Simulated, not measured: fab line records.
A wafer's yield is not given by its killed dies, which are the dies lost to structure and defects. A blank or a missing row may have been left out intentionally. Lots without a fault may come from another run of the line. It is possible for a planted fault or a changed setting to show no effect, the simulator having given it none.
A lot that was struck, set against a sound lot + flow gf180mcu + 15 steps out of a route of 602
Sound: these wafers, L760.3, L760.5, L760.6. Struck: wafers L768.1, L768.3, L768.5. The cause is given at the end.
Order at every step that has rows: each side's tool, ch and its chambers, its first start. Under that, the readings that differ: sound wafers + struck wafers + difference of the means + sigmas: that difference in standard deviations of wafers without a fault.
alike: readings whose means differ by less than 2 such deviations, and words and numbers that are the same on both sides. not compared: withheld readings, readings that some wafer has no value for, bounds like >300 that may hide the same value, and numbers for which the record gives no deviation and whose values overlap.
Wherever a step has rows on one side only, a row that says differs or no value, or a row with sigmas, the two part there. Numbers that have no deviation but don't overlap get no sigmas and don't part them. A reading that every wafer of one side lacks parts them only if that side has two wafers or more.

first, 4 steps without rows for these wafers: GF_DNWELL_EXPOSE_04 (exposes mask DNWELL, target cd 1700 nm); GF_DNWELL_PEB_05; GF_DNWELL_DEVELOP_06 (develop time 60 s); GF_DNWELL_IMPLANT_07.
GF_DNWELL_STRIP_08: strips in O2/N2.
  sound on plasma_asher-03 ch 0,1, day 5 11:06; struck on plasma_asher-04 ch 0,1, day 7 05:43
| reading                      | sound             | struck            | difference | sigmas |
|------------------------------|-------------------|-------------------|------------|--------|
| strip_time_to_endpoint_s (s) | 37.03 37.03 36.94 | 36.86 36.77 36.73 | -0.21      | -2     |
  alike: drypump_motor_current_A, heater_power_w, oes_product_au
  not compared: rf_hours_counter_h
GF_DNWELL_TW_MEAS_09:
  sound on film_metro-01, day 5 11:11; struck on film_metro-03, day 7 05:49
  alike: DNWELL_TW
then, 6 steps without rows for these wafers: GF_NWELL_DEHYDRATE_00 (time 60 s); GF_NWELL_HMDS_01 (prime time 60 s); GF_NWELL_COAT_02 (resist thk 3000 nm); GF_NWELL_SOFTBAKE_03; GF_NWELL_EXPOSE_04 (exposes mask Nwell, target cd 860 nm); GF_NWELL_PEB_05.
GF_NWELL_DEVELOP_06: develop time 60 s.
  sound on litho_track-02 ch 0, day 5 23:00; struck on litho_track-03 ch 0, day 7 21:00
| reading              | sound             | struck            | difference | sigmas |
|----------------------|-------------------|-------------------|------------|--------|
| developer_temp_C (C) | 22.89 23.00 23.08 | 22.19 22.10 22.02 | -0.89      | -7     |
GF_NWELL_OVL_MEAS_07:
  sound on overlay-02, day 6 00:02; struck on overlay-02, day 7 21:32
| reading        | sound       | struck         | difference | sigmas |
|----------------|-------------|----------------|------------|--------|
| NWELL_OVL (nm) | 0.9 1.0 0.6 | -2.6 -1.9 -1.1 | -2.7       | -2     |
following that, these wafers have no rows for 1 step: GF_PASSIVATION_PROBE_99.

WHERE THEY PART
First at GF_DNWELL_STRIP_08; last, within this record, at GF_NWELL_OVL_MEAS_07.

WHY: the cause the simulator had injected
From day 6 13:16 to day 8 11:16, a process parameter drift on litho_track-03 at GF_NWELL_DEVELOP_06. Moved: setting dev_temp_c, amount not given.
